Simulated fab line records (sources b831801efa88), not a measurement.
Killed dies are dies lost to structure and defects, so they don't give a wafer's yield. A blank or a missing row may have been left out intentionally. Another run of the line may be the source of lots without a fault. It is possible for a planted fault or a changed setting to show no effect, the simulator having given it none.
fab line records	flow sky130
record lots=7	wafers=21	last_day=50
route steps=708 shown RES_PROTECT@214 POLY_GATE@217
lots that met no fault: taken from a fault-free run of the same line
start_h: the number of hours between the record's first day and the start of the first shown wafer of the lot	wait_h: hours since the lot's step before	" same as the row above	L1.1+2: several wafers, shown together as one row	- no value present, or no start provided	* or withheld: withheld	< > ~ a bound
route shown NAME@n: names a module that has steps shown in the file, with the first one's number in the route	usual: mean/standard deviation of fault-free wafers	same: alike in all rows	chamber/n: place in a boat	sites: per-site readings	_std_site: how widely they spread, as a standard deviation	_edge_site: inner sites' mean taken away from outer sites' mean	radius_mm: how far each site lies from the wafer's centre	mask NAME#n: copy n	behind: the most recent tool/chamber to have shaped the wafer	hold: why the lot was held/for how many hours/how that ended	device: whichever transistor did not switch (one of n, p or np)	end of line: the tests these same wafers got at the end of their route	a step given without rows: its recipe and nothing more	killed: not the wafer's yield, but the dies lost to structure and defects at the first sort	map: a wafer's dies, x killed, . not, _ none there
set.NAME: setting as actually run; set.NAME@STEP: the setting as run at that earlier step	model.NAME: the simulator's own value behind a step, which no gauge read
lots at some steps of the route; a table a step, a row a wafer
services: a tool's chamber out of use, with start hour (start_h, from the record's first day; less than 0 if before it), hours out, and reason
## steps
# step SKY_RES_PROTECT_STRIP_07
# recipe chemistry=O2/N2	power_w=1400	pressure_mtorr=1500	platen_temp_c=withheld	o2_flow_sccm=3000	n2_flow_sccm=300	overash_fraction=0.5
# usual drypump_motor_current_A=5.5/0.38	oes_product_au=0.518/0.0044	strip_time_to_endpoint_s=23.27/0.046
lot.wafer	tool	chamber	start_h	wait_h	drypump_motor_current_A	oes_product_au	rf_hours_counter_h	strip_time_to_endpoint_s
L588.4	plasma_asher-01	0	328.76	0.1	6.1	0.523	-	23.32
L588.5	"	0	"	"	6.1	0.521	-	23.28
L588.6	"	1	"	"	5.9	0.522	-	23.31
L599.3	plasma_asher-04	1	436.19	0.1	4.9	0.519	-	23.30
L599.4	"	0	"	"	5.5	0.516	-	23.32
L599.6	"	1	"	"	4.9	0.511	-	23.32
L600.1	plasma_asher-04	1	448.17	0.1	4.9	0.515	63	23.21
L600.4	"	1	"	"	5.0	0.520	-	23.27
L600.5	"	0	"	"	5.4	0.516	-	23.26
L601.4	plasma_asher-04	1	451.76	0.1	5.0	0.515	-	23.24
L601.5	"	0	"	"	5.5	0.511	-	23.30
L601.6	"	1	"	"	4.9	0.522	-	23.28
L604.2	plasma_asher-03	0	480.61	0.1	5.3	0.524	4	23.22
L604.4	"	0	"	"	5.3	0.514	-	23.26
L604.5	"	0	"	"	5.3	0.515	-	23.28
L608.2	plasma_asher-03	0	512.07	0.1	5.4	0.514	6	23.24
L608.4	"	0	"	"	5.3	0.524	-	23.26
L608.5	"	1	"	"	5.6	0.520	-	23.26
L609.2	plasma_asher-01	1	520.83	0.1	5.9	0.519	40	23.26
L609.3	"	0	"	"	6.1	0.525	-	23.30
L609.6	"	1	"	"	5.8	0.520	-	23.29
# step SKY_RES_PROTECT_TW_MEAS_08
# usual POLY_GATE_TW=3998/37
lot.wafer	tool	chamber	start_h	wait_h	POLY_GATE_TW
L588.4	film_metro-02	-	328.86	0.1	4011
L588.5	"	-	"	"	4014
L588.6	"	-	"	"	4006
L599.3	film_metro-02	-	436.28	0.1	3956
L599.4	"	-	"	"	3962
L599.6	"	-	"	"	3952
L600.1	film_metro-01	-	448.27	0.1	4016
L600.4	"	-	"	"	3991
L600.5	"	-	"	"	3992
L601.4	film_metro-02	-	451.85	0.1	3925
L601.5	"	-	"	"	3937
L601.6	"	-	"	"	3949
L604.2	film_metro-03	-	480.72	0.1	4030
L604.4	"	-	"	"	4036
L604.5	"	-	"	"	4036
L608.2	film_metro-02	-	512.18	0.1	3948
L608.4	"	-	"	"	3960
L608.5	"	-	"	"	3967
L609.2	film_metro-01	-	520.94	0.1	4007
L609.3	"	-	"	"	4012
L609.6	"	-	"	"	3981
# step SKY_RES_PROTECT_CLEAN_09
# recipe chemistry=SC1/SC2	mix=1:4:20	temp_c=70	time_s=150	dry=n2_spin
# step SKY_POLY_GATE_CVD_03
# recipe material=Si3N4	precursor=DCS/NH3	target_thk_nm=75	temp_c=770	time_s=1290	pressure_mtorr=250
# step SKY_POLY_GATE_THK_MEAS_04
# recipe reads=Si3N4_of_POLY_GATE_CVD_03
# usual POLY_GATE_CVD_03_THK=74.9/0.7
lot.wafer	tool	chamber	start_h	wait_h	POLY_GATE_CVD_03_THK[nm]
L588.4	film_metro-03	-	332.12	0.0	75.2
L588.5	"	-	"	"	75.6
L588.6	"	-	"	"	75.5
L599.3	film_metro-04	-	438.35	0.0	74.2
L599.4	"	-	"	"	74.4
L599.6	"	-	"	"	74.2
L600.1	film_metro-03	-	449.74	0.0	74.3
L600.4	"	-	"	"	74.4
L600.5	"	-	"	"	74.2
L601.4	film_metro-01	-	454.37	0.0	75.4
L601.5	"	-	"	"	75.2
L601.6	"	-	"	"	75.1
L604.2	film_metro-03	-	482.24	0.0	75.0
L604.4	"	-	"	"	74.8
L604.5	"	-	"	"	75.5
L608.2	film_metro-03	-	513.66	0.0	76.7
L608.4	"	-	"	"	76.7
L608.5	"	-	"	"	76.7
L609.2	film_metro-04	-	523.09	0.0	75.6
L609.3	"	-	"	"	75.5
L609.6	"	-	"	"	75.2
# step SKY_POLY_GATE_DEHYDRATE_05
# recipe temp_c=200	time_s=60
# step SKY_POLY_GATE_HMDS_06
# recipe prime_time_s=60	prime_temp_c=120
# step SKY_POLY_GATE_COAT_07
# recipe resist=BARC	temp_c=withheld	time_s=withheld	spin_rpm=3000	resist_thk_nm=110
# step SKY_POLY_GATE_COAT_08
# recipe resist=KrF-thick	spin_rpm=3000	resist_thk_nm=450
# step SKY_POLY_GATE_SOFTBAKE_09
# recipe temp_c=100	time_s=90	resist=KrF-thick
# step SKY_POLY_GATE_EXPOSE_10
# recipe mask_id=P1M	na=0.68	source_shape=conventional	sigma_outer=0.6	target_cd_nm=150	dose_mj=28
# step SKY_POLY_GATE_PEB_11
# recipe peb_temp_c=withheld	peb_time_s=withheld	resist=KrF-thick
# step SKY_POLY_GATE_DEVELOP_12
# recipe develop_time_s=60	resist=KrF-thick	dev_temp_c=21
# usual chill_plate_temp_C=22.99/0.1	develop_time_s=60/0
lot.wafer	tool	chamber	start_h	wait_h	chill_plate_temp_C	develop_time_s	model.KrF-thick_of_POLY_GATE_COAT_08.thk_nm
L588.4	litho_track-01	0	359	-	23.05	60	435.3
L588.5	"	0	"	"	22.86	60	434.4
L588.6	"	0	"	"	22.94	60	434.5
L599.3	litho_track-03	-	469	-	-	-	449.7
L599.4	"	-	"	"	-	-	449.3
L599.6	"	-	"	"	-	-	451.5
L600.1	litho_track-01	-	479	-	-	-	450.6
L600.4	"	-	"	"	-	-	450.1
L600.5	"	-	"	"	-	-	450.7
L601.4	litho_track-03	-	485	-	-	-	450.9
L601.5	"	-	"	"	-	-	449.5
L601.6	"	-	"	"	-	-	450.8
L604.2	litho_track-02	0	512	-	23.03	60	436.5
L604.4	"	0	"	"	22.90	60	435.8
L604.5	"	0	"	"	23.10	60	437.5
L608.2	litho_track-02	0	543	-	22.95	60	436.8
L608.4	"	0	"	"	23.02	60	435.4
L608.5	"	0	"	"	23.01	60	433.9
L609.2	litho_track-01	0	553	-	22.95	60	435.9
L609.3	"	0	"	"	22.79	60	436.9
L609.6	"	0	"	"	22.81	60	436.8
# step SKY_POLY_GATE_CD_MEAS_13
# recipe target_cd_nm=150
# usual cd_nm=150.3/1.3
lot.wafer	tool	chamber	start_h	wait_h	cd_nm
L588.4	cd_sem-01	-	360.04	-	152.0
L588.5	"	-	"	"	151.3
L588.6	"	-	"	"	151.1
L599.3	cd_sem-02	-	469.56	-	-
L599.4	"	-	"	"	-
L599.6	"	-	"	"	-
L600.1	cd_sem-02	-	479.93	-	-
L600.4	"	-	"	"	-
L600.5	"	-	"	"	-
L601.4	cd_sem-02	-	485.42	-	-
L601.5	"	-	"	"	-
L601.6	"	-	"	"	-
L604.2	cd_sem-02	-	512.46	-	150.7
L604.4	"	-	"	"	149.8
L604.5	"	-	"	"	149.7
L608.2	cd_sem-02	-	543.66	-	149.7
L608.4	"	-	"	"	149.1
L608.5	"	-	"	"	150.1
L609.2	cd_sem-01	-	553.30	-	149.7
L609.3	"	-	"	"	150.1
L609.6	"	-	"	"	150.1
## services
tool	chamber	start_h	hours	kind
plasma_asher-01	-	317.86	0.7	repair
plasma_asher-04	-	319.39	3.2	repair
plasma_asher-04	-	392.91	1.9	repair
plasma_asher-01	-	399.86	0.5	repair
plasma_asher-03	-	408.23	4.3	pm
plasma_asher-04	-	415.36	4.1	repair
plasma_asher-03	-	421.25	9.0	pm
plasma_asher-03	0	421.25	9.0	vent_cycle
plasma_asher-03	1	421.25	9.0	vent_cycle
plasma_asher-03	0	430.25	-	clean
plasma_asher-03	1	430.25	-	clean
plasma_asher-03	-	445.28	14.7	pm
plasma_asher-03	-	493.88	1.6	repair
## key
first_sign step=SKY_POLY_GATE_DEVELOP_12	reading=tool_record	direction=missing
effect none on later readings
model_effect step=SKY_POLY_GATE_DEVELOP_12	value=KrF-thick_of_POLY_GATE_COAT_08.thk_nm	without=436.3	struck=450.3
met_at SKY_POLY_GATE_DEVELOP_12
struck_wafers L599.3,L599.4,L599.6,L600.1,L600.4,L600.5,L601.4,L601.5,L601.6
later_rows_left_out L599.3,L599.4,L599.6,L600.1,L600.4,L600.5,L601.4,L601.5,L601.6
sort_left_out L599.3,L599.4,L599.6,L600.1,L600.4,L600.5,L601.4,L601.5,L601.6
tester_left_out L599,L600,L601
onset_between 359 469
fault kind=skipped_step_whole	tool=litho_track-01,litho_track-03	chamber=-	onset_h=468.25	steps=SKY_POLY_GATE_DEVELOP_12	scope=struck_lots_only
# tester_left_out: of these lots the tester's yield and bins aren't shown, on N5 and GAA mostly nor the transistor test; their killed dies are dies lost to structure and defects alone, not to doping, threshold or leakage, so they don't give the yield
# sort_left_out: the simulated sort isn't trusted on such a fault, so these wafers' sort isn't shown, and their yield isn't known
# later_rows_left_out: the simulator's readings of these wafers behind a module that went badly wrong aren't trusted and aren't shown, but for the sort
